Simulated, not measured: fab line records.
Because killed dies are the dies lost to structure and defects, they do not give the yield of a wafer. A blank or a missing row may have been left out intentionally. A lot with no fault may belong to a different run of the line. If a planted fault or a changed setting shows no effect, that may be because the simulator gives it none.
What tool caused it? + flow gf180mcu + 6 lots, 18 wafers sampled, at 4 steps of a route of 602

## WHAT EACH GAUGE READ, for each wafer
GF_TOP_METAL_THK_MEAS_06: measures by xrf.
| lot  | measured     | on            | TOP_METAL_ALCU_THK (nm) |
|------|--------------|---------------|-------------------------|
| L700 | day 27 17:22 | film metro-04 | 925 921 924             |
| L701 | day 28 03:29 | film metro-02 | 904 901 897             |
| L704 | day 28 18:58 | film metro-02 | 881 891 878             |
| L711 | day 30 21:16 | film metro-03 | 907 920 902             |
| L715 | day 31 16:17 | film metro-03 | 895 897 901             |
| L720 | day 33 13:14 | film metro-04 | 899 893 899             |

## WHICH TOOL RAN EACH LOT (tool, then ch and the chambers of the sampled wafers, then the start)
| lot  | GF_M4_CLEAN_19                  | GF_V5_SPUTTER_22             | GF_TOP_METAL_SPUTTER_03      |
|------|---------------------------------|------------------------------|------------------------------|
| L700 | wet bench-01 ch 1, day 23 20:22 | pvd sputter-01, day 27 16:23 | pvd sputter-03, day 27 17:11 |
| L701 | wet bench-01 ch 3, day 24 07:28 | pvd sputter-02, day 28 02:30 | pvd sputter-01, day 28 03:19 |
| L704 | wet bench-04 ch 3, day 25 00:11 | pvd sputter-01, day 28 17:59 | pvd sputter-01, day 28 18:47 |
| L711 | wet bench-04 ch 3, day 27 09:36 | pvd sputter-02, day 30 20:17 | pvd sputter-01, day 30 21:05 |
| L715 | wet bench-03 ch 0, day 28 09:08 | pvd sputter-03, day 31 15:19 | pvd sputter-04, day 31 16:08 |
| L720 | wet bench-01 ch 1, day 30 13:12 | pvd sputter-01, day 33 12:10 | pvd sputter-01, day 33 13:04 |
- GF_M4_CLEAN_19: cleans in DIW.
- GF_V5_SPUTTER_22: material TiN, target thk 10 nm, time 40 s.
- GF_TOP_METAL_SPUTTER_03: material Ti, target thk 5 nm, time 3.3 s.

## THE ANSWER, worked out from the rows above alone
Rule: what is usual is taken from the lots themselves. Put in order of their means at a reading, lots are off if they are a third of the lots or fewer, leave a main group of 4 or more, and stand apart from it by a gap of 3 or more times the standard deviation of the main group's means; of several such gaps the widest counts. Not used: any main group whose means are identical at the precision the tables above print for the reading. A lot without any number at a reading at which 4 lots or more have one is off too. The other lots that the step has rows for count as sound.
No lot is off at any reading shown: from this, nothing can be told.

## WHAT THE SIMULATOR HAD PUT IN
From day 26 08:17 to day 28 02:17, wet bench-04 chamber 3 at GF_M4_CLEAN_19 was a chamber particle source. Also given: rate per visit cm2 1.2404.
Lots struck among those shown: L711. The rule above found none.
